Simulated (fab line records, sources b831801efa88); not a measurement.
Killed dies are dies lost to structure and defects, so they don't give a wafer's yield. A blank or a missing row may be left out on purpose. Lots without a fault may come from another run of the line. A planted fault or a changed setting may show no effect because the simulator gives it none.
Chamber matching | flow gf180mcu | GF_CONTACT_CMP_27 on cmp-01: 4 sister chambers
The step polishes, stops on SiO2, t overpolish 15 s, target thk 0 nm. 4 wafers are shown with their chamber, then 8 later ones without.

WAFERS WITH THEIR CHAMBER
wafer  | chamber | motor_current_A (A)
L698.5 | 0       | 11.3
L700.5 | 2       | 12.6
L700.6 | 1       | 12.5
L702.2 | 3       | 13.5

WAFERS WITHOUT THEIR CHAMBER
wafer  | motor_current_A (A)
L702.4 | 11.1
L702.6 | 13.1
L705.1 | 11.0
L705.4 | 11.3
L705.6 | 12.9
L708.1 | 12.0
L708.3 | 12.7
L708.6 | 11.5

WHICH CHAMBER EACH WENT THROUGH
wafer  | from the rows above          | in truth
L702.4 | 0                            | 0
L702.6 | can't be placed: 3 or 2 or 1 | 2
L705.1 | 0                            | 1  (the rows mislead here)
L705.4 | 0                            | 0
L705.6 | can't be placed: 2 or 1 or 3 | 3
L708.1 | can't be placed: 1 or 2 or 0 | 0
L708.3 | can't be placed: 2 or 1      | 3
L708.6 | 0                            | 0
Placed correctly: 3 of 8. Can't be placed from these rows: 4 (the true chamber is among the candidates in 3). Placed wrongly: 1.
How it was worked out, from the rows above alone: a wafer's distance from a chamber is the root of the sum, over the readings, of the square of ((its reading less the chamber's mean) divided by the reading's scatter). The wafer belongs to the nearest chamber; if the next one is less than 2 further off, it can't be placed. A chamber's mean is the mean of its shown wafers. The scatter: with one shown wafer a chamber, the root of the mean of the squares of how far each hidden wafer lies from its nearest shown one.
